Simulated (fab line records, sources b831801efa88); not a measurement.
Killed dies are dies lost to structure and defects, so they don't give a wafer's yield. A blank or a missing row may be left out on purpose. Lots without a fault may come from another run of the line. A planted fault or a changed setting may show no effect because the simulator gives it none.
Chamber matching | flow gf180mcu | GF_V4_CMP_04 on cmp-02: 4 sister chambers
The step polishes SiO2. 4 wafers are shown with their chamber, then 12 later ones without.

WAFERS WITH THEIR CHAMBER
wafer  | chamber | motor_current_A (A)
L088.3 | 2       | 11.8
L091.1 | 0       | 12.5
L092.1 | 1       | 11.1
L092.5 | 3       | 13.5

WAFERS WITHOUT THEIR CHAMBER
wafer  | motor_current_A (A)
L094.2 | 12.5
L094.3 | 11.0
L094.4 | 13.4
L094.1 | 12.3
L094.5 | 12.0
L094.6 | 11.1
L095.1 | 12.3
L095.3 | 13.8
L095.6 | 13.5
L095.2 | 11.6
L095.4 | 13.3
L095.5 | 13.4

WHICH CHAMBER EACH WENT THROUGH
wafer  | from the rows above     | in truth
L094.2 | 0                       | 0
L094.3 | 1                       | 1
L094.4 | 3                       | 3
L094.1 | can't be placed: 0 or 2 | 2
L094.5 | can't be placed: 2 or 0 | 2
L094.6 | 1                       | 1
L095.1 | can't be placed: 0 or 2 | 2
L095.3 | 3                       | 3
L095.6 | 3                       | 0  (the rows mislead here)
L095.2 | can't be placed: 2 or 1 | 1
L095.4 | 3                       | 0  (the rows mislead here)
L095.5 | 3                       | 3
Placed correctly: 6 of 12. Can't be placed from these rows: 4 (the true chamber is among the candidates in 4). Placed wrongly: 2.
How it was worked out, from the rows above alone: a wafer's distance from a chamber is the root of the sum, over the readings, of the square of ((its reading less the chamber's mean) divided by the reading's scatter). The wafer belongs to the nearest chamber; if the next one is less than 2 further off, it can't be placed. A chamber's mean is the mean of its shown wafers. The scatter: with one shown wafer a chamber, the root of the mean of the squares of how far each hidden wafer lies from its nearest shown one.
